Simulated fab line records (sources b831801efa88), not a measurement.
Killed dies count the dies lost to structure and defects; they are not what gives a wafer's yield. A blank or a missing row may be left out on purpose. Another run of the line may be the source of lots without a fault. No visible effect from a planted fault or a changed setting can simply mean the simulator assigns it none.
Tool commonality check	flow gf180mcu	Sampled: 13 lots, 38 wafers

## REASON IT WAS OPENED
1 of 13 lots carry a flag on the reading HV_LDD_RS at GF_HV_LDD_RS_MEAS_53. Fault-free wafers read 418.8 ohm/sq, with a standard deviation of 0.87.
Rule: a lot gets a flag if all its wafers with a number sit over 4 standard deviations from that mean, or if no wafer of it has a number. As for the other lots, they are considered sound.

lot	measured	on	HV_LDD_RS (ohm/sq), wafer by wafer	flag
L762	day 12 17:20	film metro-03	417.7 417.3 417.0	
L763	day 13 05:46	film metro-02	419.8 420.3 418.7	
L765	day 13 20:17	film metro-04	423.2 422.6	FLAGGED
L772	day 16 04:11	film metro-04	419.1 418.3 417.7	
L773	day 16 11:24	film metro-04	418.8 418.1 419.5	
L775	day 17 03:40	film metro-02	419.0 419.0 419.0	
L776	day 17 11:23	film metro-03	418.3 418.6 419.0	
L777	day 17 17:08	film metro-04	418.8 418.5 420.0	
L778	day 18 01:52	film metro-03	418.6 418.3 419.0	
L779	day 18 12:17	film metro-03	417.9 417.9 418.2	
L781	day 19 04:01	film metro-04	419.4 418.7 418.5	
L782	day 19 11:27	film metro-02	416.4 417.3 417.3	
L784	day 20 03:42	film metro-03	418.7 419.1 418.4	
The mean of the flagged lots' numbers is 422.9 ohm/sq, +4.1 ohm/sq from the usual (+5 standard deviations).

## TOOL THAT RAN EACH LOT
The record holds 2 process steps before the reading, out of a route of 602 steps. Read each cell as the tool, then ch plus the chambers that the sampled wafers visited, then the start.
lot	flag	GF_HV_LDD_STRIP_22	GF_HV_LDD_IMPLANT_33
L762		plasma asher-01 ch 0,1, day 11 02:20	implanter-04 ch 0, day 11 20:55
L763		plasma asher-01 ch 0,1, day 11 14:01	implanter-04 ch 0, day 12 09:07
L765	FLAGGED	plasma asher-01 ch 1, day 12 02:45	implanter-04 ch 0, day 12 22:32
L772		plasma asher-01 ch 1, day 14 07:26	implanter-01 ch 0, day 15 05:15
L773		plasma asher-04 ch 0,1, day 14 15:08	implanter-02 ch 0, day 15 12:10
L775		plasma asher-02 ch 0,1, day 15 06:23	implanter-01 ch 0, day 16 04:03
L776		plasma asher-02 ch 0,1, day 15 13:49	implanter-02 ch 0, day 16 11:58
L777		plasma asher-01 ch 0,1, day 15 19:47	implanter-01 ch 0, day 16 17:40
L778		plasma asher-04 ch 1, day 16 03:35	implanter-02 ch 0, day 17 01:51
L779		plasma asher-02 ch 0,1, day 16 13:46	implanter-04 ch 0, day 17 12:09
L781		plasma asher-04 ch 0,1, day 17 03:47	implanter-04 ch 0, day 18 02:28
L782		plasma asher-01 ch 0,1, day 17 10:46	implanter-02 ch 0, day 18 09:53
L784		plasma asher-02 ch 0,1, day 18 01:55	implanter-02 ch 0, day 19 02:05
What these steps do:
- GF_HV_LDD_STRIP_22: strips in O2/N2.
- GF_HV_LDD_IMPLANT_33
- GF_HV_LDD_RS_MEAS_53: measures by four-point-probe.

## FLAGGED OVER TOTAL, TOOL BY TOOL (the gauges that took the reading come last)
step	tool	lots run	flagged	share of the flagged lots	sound lots run after its first flagged lot
GF_HV_LDD_STRIP_22	plasma asher-01	6	1	all	3 (L772,L777,L782)
GF_HV_LDD_STRIP_22	plasma asher-02	4	0	none	-
GF_HV_LDD_STRIP_22	plasma asher-04	3	0	none	-
GF_HV_LDD_IMPLANT_33	implanter-01	3	0	none	-
GF_HV_LDD_IMPLANT_33	implanter-02	5	0	none	-
GF_HV_LDD_IMPLANT_33	implanter-04	5	1	all	2 (L779,L781)
GF_HV_LDD_RS_MEAS_53	film metro-02	3	0	none	-
GF_HV_LDD_RS_MEAS_53	film metro-03	5	0	none	-
GF_HV_LDD_RS_MEAS_53	film metro-04	5	1	all	4 (L772,L773,L777,L781)

## WHAT THE TABLE ALLOWS
All flagged lots were run by 3 table rows, namely plasma asher-01 at GF_HV_LDD_STRIP_22, implanter-04 at GF_HV_LDD_IMPLANT_33, film metro-04 at GF_HV_LDD_RS_MEAS_53.
- plasma asher-01 at GF_HV_LDD_STRIP_22: 1 of its 6 lots flagged. Sound lots followed the first flagged one (L772, L777, L782) on it, something a lasting fault affecting the whole tool could not allow.
- implanter-04 at GF_HV_LDD_IMPLANT_33: 1 of its 5 lots flagged. Sound lots followed the first flagged one (L779, L781) on it, something a lasting fault affecting the whole tool could not allow.
- film metro-04 at GF_HV_LDD_RS_MEAS_53: 1 of its 5 lots flagged. Sound lots followed the first flagged one (L772, L773, L777, L781) on it, something a lasting fault affecting the whole tool could not allow.
None of the table's rows ran every flagged lot and, after the first, no sound lot.

## WHAT THE SIMULATOR HAD INSERTED
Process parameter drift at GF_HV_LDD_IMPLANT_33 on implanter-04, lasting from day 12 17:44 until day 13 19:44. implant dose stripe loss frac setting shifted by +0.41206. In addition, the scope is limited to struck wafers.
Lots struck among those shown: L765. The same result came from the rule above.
